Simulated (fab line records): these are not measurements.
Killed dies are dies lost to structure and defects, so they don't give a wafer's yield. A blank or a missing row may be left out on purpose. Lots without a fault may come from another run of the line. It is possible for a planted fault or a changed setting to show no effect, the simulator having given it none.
Check of tool commonality	flow sky130	42 wafers sampled across 11 lots

REASON FOR OPENING
SKY_SD_N_RS_MEAS_16, reading SD_N_RS: flagged on 3 of 11 lots. Wafers without a fault read 68.58 ohm/sq, standard deviation 0.15.
Rule: a lot is flagged when every wafer of it that has a number lies more than 4 standard deviations from that mean, or none has a number. As for the other lots, they are considered sound.

lot	measured	on	SD_N_RS (ohm/sq), wafer by wafer	flag
L962	day 28 10:04	filmMetro-02	68.75 68.66 68.54	
L964	day 29 14:02	filmMetro-03	68.46 68.51 68.48	
L963	day 29 18:47	filmMetro-03	68.33 68.49 68.44	
L966	day 30 12:56	filmMetro-04	68.67 68.81 68.70	
L967	day 30 16:11	filmMetro-02	68.78 68.68 68.67	
L968	day 31 02:07	filmMetro-02	68.53 68.55 68.49	
L974	day 32 12:44	filmMetro-02	66.38 66.32 66.50 66.50 66.50 66.50	FLAGGED
L975	day 32 23:41	filmMetro-03	66.34 66.32 66.33 66.22 66.35 66.26	FLAGGED
L976	day 33 00:52	filmMetro-02	66.49 66.34 66.45 66.47 66.35 66.43	FLAGGED
L982	day 35 18:52	filmMetro-04	68.69 68.48 68.51	
L983	day 35 22:35	filmMetro-04	68.45 68.53 68.66	
On average the flagged lots' numbers are 66.39 ohm/sq, which is -2.19 ohm/sq against the usual, or -15 standard deviations.

TOOL THAT RAN EACH LOT
Before the reading, the record contains 3 process steps out of a 708-step route. Every cell lists first the tool, next ch and the chambers used by the sampled wafers, and last the start.
lot	flag	SKY_LDD_HVP_STRIP_09	SKY_LDD_LDN_STRIP_12	SKY_SD_N_IMPLANT_10
L962		plasmaAsher-02 ch 1, day 22 04:17	plasmaAsher-01 ch 0, day 23 10:22	implanter-04 ch 0, day 28 09:32
L964		plasmaAsher-03 ch 0,1, day 23 10:56	plasmaAsher-04 ch 0,1, day 24 16:16	implanter-01 ch 0, day 29 13:28
L963		plasmaAsher-01 ch 0,1, day 23 14:04	plasmaAsher-01 ch 1, day 24 18:59	implanter-01 ch 0, day 29 18:14
L966		plasmaAsher-02 ch 0,1, day 24 09:20	plasmaAsher-04 ch 0,1, day 25 15:35	implanter-02 ch 0, day 30 12:25
L967		plasmaAsher-02 ch 0,1, day 24 11:03	plasmaAsher-04 ch 0,1, day 25 17:05	implanter-04 ch 0, day 30 15:40
L968		plasmaAsher-02 ch 0,1, day 24 20:48	plasmaAsher-02 ch 0,1, day 26 03:27	implanter-02 ch 0, day 31 01:34
L974	FLAGGED	plasmaAsher-02 ch 0,1, day 26 11:45	plasmaAsher-02 ch 0,1, day 27 17:24	implanter-01 ch 0, day 32 12:13
L975	FLAGGED	plasmaAsher-03 ch 0,1, day 26 22:34	plasmaAsher-01 ch 0,1, day 28 04:23	implanter-01 ch 0, day 32 23:10
L976	FLAGGED	plasmaAsher-03 ch 0,1, day 27 01:31	plasmaAsher-01 ch 0,1, day 28 06:29	implanter-01 ch 0, day 33 00:20
L982		plasmaAsher-02 ch 0, day 29 23:17	plasmaAsher-02 ch 0, day 31 03:33	implanter-02 ch 0, day 35 18:20
L983		plasmaAsher-02 ch 0,1, day 30 01:15	plasmaAsher-01 ch 0,1, day 31 06:28	implanter-04 ch 0, day 35 22:04
What is done by these steps:
- SKY_LDD_HVP_STRIP_09: strips in O2/N2.
- SKY_LDD_LDN_STRIP_12: strips in O2/N2.
- SKY_SD_N_IMPLANT_10
- SKY_SD_N_RS_MEAS_16: measures by four-point-probe.

FLAGGED AGAINST TOTAL, ONE TOOL AT A TIME (gauges that did the reading follow at the end)
step	tool	lots run	flagged	share of the flagged lots	sound lots run after its first flagged lot
SKY_LDD_HVP_STRIP_09	plasmaAsher-01	1	0	none	-
SKY_LDD_HVP_STRIP_09	plasmaAsher-02	7	1	some	2 (L982,L983)
SKY_LDD_HVP_STRIP_09	plasmaAsher-03	3	2	some	0
SKY_LDD_LDN_STRIP_12	plasmaAsher-01	5	2	some	1 (L983)
SKY_LDD_LDN_STRIP_12	plasmaAsher-02	3	1	some	1 (L982)
SKY_LDD_LDN_STRIP_12	plasmaAsher-04	3	0	none	-
SKY_SD_N_IMPLANT_10	implanter-01	5	3	all	0
SKY_SD_N_IMPLANT_10	implanter-02	3	0	none	-
SKY_SD_N_IMPLANT_10	implanter-04	3	0	none	-
SKY_SD_N_RS_MEAS_16	filmMetro-02	5	2	some	0
SKY_SD_N_RS_MEAS_16	filmMetro-03	3	1	some	0
SKY_SD_N_RS_MEAS_16	filmMetro-04	3	0	none	-

WHAT IS ALLOWED BY THE TABLE
Rows of the table that ran each flagged lot: 1, that is implanter-01 at SKY_SD_N_IMPLANT_10.
- implanter-01 at SKY_SD_N_IMPLANT_10: 3 of its 5 lots flagged. A fault beginning between L963 (day 29 18:14), its last sound lot, and L974 (day 32 12:13), its first flagged one, fits the data. Its own readings lie more than 4 standard deviations out on every wafer of the flagged lots: beamOnS, doseIonsCm2.
One tool is left: implanter-01 at SKY_SD_N_IMPLANT_10.

WHAT WAS PUT IN BY THE SIMULATOR
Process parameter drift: implanter-01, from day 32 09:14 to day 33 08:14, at SKY_SD_N_IMPLANT_10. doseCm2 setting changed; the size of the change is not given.
Lots struck among those shown: L974, L975, L976. The rule above found the same.
